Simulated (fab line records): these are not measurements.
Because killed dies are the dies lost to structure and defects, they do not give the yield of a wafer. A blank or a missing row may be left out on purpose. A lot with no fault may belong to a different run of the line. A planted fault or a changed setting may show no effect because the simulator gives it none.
2 desks looking at one fault / flow gf180mcu / what lay behind the numbers comes last; until then each desk has only its own

== FROM THE METROLOGY DESK ==
What the gauges read, lot by lot, whatever tool the lot ran on: means of the sampled wafers that have a number. The brackets show how far a lot's mean lies from the usual mean; more than 4 standard deviations puts the lot out of limits, marked OUT.
Columns: A = V3_BOW at GF_V3_BOW_MEAS_05, usual 115 um; B = V3_W_THK at GF_V3_THK_MEAS_25, usual 341 nm
lot=L163; first seen here=day 21 19:16; A=106; B=347
lot=L164; first seen here=day 22 06:31; A=121; B=349
lot=L165; first seen here=day 22 09:13; A=115; B=343
lot=L167; first seen here=day 23 06:32; A=127; B=335
lot=L168; first seen here=day 23 15:14; A=114; B=344
lot=L169; first seen here=day 23 23:09; A=121; B=341
lot=L170; first seen here=day 24 07:57; A=119; B=339
lot=L172; first seen here=day 24 20:16; A=121; B=346
lot=L175; first seen here=day 25 21:16; A=113; B=349
lot=L180; first seen here=day 27 13:15; A=110; B=335
lot=L181; first seen here=day 27 19:43; A=117; B=345
lot=L182; first seen here=day 27 22:22; A=109; B=340
lot=L185; first seen here=day 28 22:15; A=112; B=336
This desk's finding: nothing out of limits on any of the 13 lots.

== THE TOOL OWNER'S DESK: pvdSputter-04 ==
The tool's own readings at GF_MIM_SPUTTER_08 (material AlCu, target thk 200 nm, time 10.6 s): means of the sampled wafers that have a number, for each lot that ran on this tool. The brackets show how far a lot's mean lies from the usual mean; more than 4 standard deviations puts the lot out of limits, marked OUT.
Columns: A = chamberPressurePa at GF_MIM_SPUTTER_08, usual 0.4001 Pa; B = throttleValvePct at GF_MIM_SPUTTER_08, usual 30.1 %
lot=L165; first seen here=day 25 09:06; A=0.3999; B=30.3
lot=L169; first seen here=day 26 19:59; A=0.3994; B=30.3
lot=L170; first seen here=day 27 05:00; A=0.4008; B=30.8
lot=L175; first seen here=day 28 15:14; A=0.4113 (+14) OUT; B=29.9
This desk's finding: out of limits on L175; first on L175, day 28 15:14 (chamberPressurePa at GF_MIM_SPUTTER_08). L165, L169, L170 stayed within limits.

== ALL TOGETHER ==
The tool owner's desk had the chance to raise an alarm at day 28 15:14 on L175.
Metrology desk: nothing out of limits seen.
The metrology desk has L175 on record, within its limits.
Every lot named ran GF_MIM_SPUTTER_08 on pvdSputter-04.

== WHAT THE SIMULATOR HAD PUT IN ==
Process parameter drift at GF_MIM_SPUTTER_08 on pvdSputter-04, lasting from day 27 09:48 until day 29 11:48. The setting chamberPressurePa was moved by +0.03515, starting from 0.4. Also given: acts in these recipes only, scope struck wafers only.
Shown lots that were struck: L175.
Each desk's first reading out of limits, in hours after the fault started: the tool owner's desk, 29.
